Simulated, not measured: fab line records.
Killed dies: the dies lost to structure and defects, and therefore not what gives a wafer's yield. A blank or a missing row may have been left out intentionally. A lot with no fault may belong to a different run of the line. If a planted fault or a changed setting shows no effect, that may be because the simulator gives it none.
Comparing a struck lot with a sound one || flow sky130 || 16 steps out of a route of 708
Sound: these wafers, L812.2, L812.3, L812.5. Wafers struck: L820.2, L820.4, L820.5. The cause comes at the end.
At each step with rows: each side's tool, then ch and its chambers, then its first start. Under that, the readings that differ: sound wafers || struck wafers || difference of the means || sigmas: that difference in standard deviations of wafers without a fault.
alike: readings with means less than 2 such deviations apart, plus words and numbers identical on both sides. not compared: withheld readings, readings lacking a value on some wafer, bounds such as >300 that could conceal the same value, and numbers that have no deviation in the record and whose values overlap.
Wherever a step has rows on one side only, a row that says differs or no value, or a row with sigmas, the two part there. Non-overlapping numbers with no deviation appear without sigmas and do not part them. A reading missing from all wafers of one side parts the sides only when that side holds two or more wafers.

first, 4 steps without rows for these wafers: SKY_FIELD_ISO_WET_ETCH_29 (etches Si3N4 in H3PO4, target depth 160 nm, time 1825 s); SKY_FIELD_ISO_WET_ETCH_30 (etches SiO2 in dHF, target depth 25 nm, time 50 s); SKY_NWELL_CLEAN_00 (cleans in SC1/SC2, time 150 s); SKY_NWELL_OXIDATION_01 (stabilise 600 s, purge 300 s, target thk 10 nm).
SKY_NWELL_THK_MEAS_02:
  sound on film metro-03, day 2 23:22; struck on film metro-04, day 4 07:13
  alike: NWELL_OXIDATION_THK
then, 7 steps without rows for these wafers: SKY_DNWELL_DEHYDRATE_00 (time 60 s); SKY_DNWELL_HMDS_01 (prime time 60 s); SKY_DNWELL_COAT_02 (resist thk 3000 nm); SKY_DNWELL_SOFTBAKE_03; SKY_DNWELL_EXPOSE_04 (exposes mask DNM, target cd 3000 nm); SKY_DNWELL_PEB_05; SKY_DNWELL_DEVELOP_06 (develop time 60 s).
SKY_DNWELL_IMPLANT_07:
  sound on implanter-02 ch 0, day 3 14:13; struck on implanter-04 ch 0, day 4 23:57
  not compared: implant ion amu
SKY_DNWELL_STRIP_08: strips in O2/N2.
  sound on plasma asher-04 ch 1, day 3 14:21; struck on plasma asher-01 ch 0,1, day 5 00:05
  alike: drypump motor current A, oes product au, strip time to endpoint s
  not compared: rf hours counter h
SKY_DNWELL_TW_MEAS_09:
  sound on film metro-04, day 3 14:28; struck on film metro-03, day 5 00:11
{"reading": "DNWELL_TW", "sound": "1133 1136 1136", "struck": "363 360 363", "difference": -773, "sigmas": -83}
then, 1 step without rows for these wafers: SKY_PWDE_DEHYDRATE_00 (time 60 s).

WHERE THEY PART
Only at SKY_DNWELL_TW_MEAS_09, as far as this record shows.

WHY: what the simulator had put in
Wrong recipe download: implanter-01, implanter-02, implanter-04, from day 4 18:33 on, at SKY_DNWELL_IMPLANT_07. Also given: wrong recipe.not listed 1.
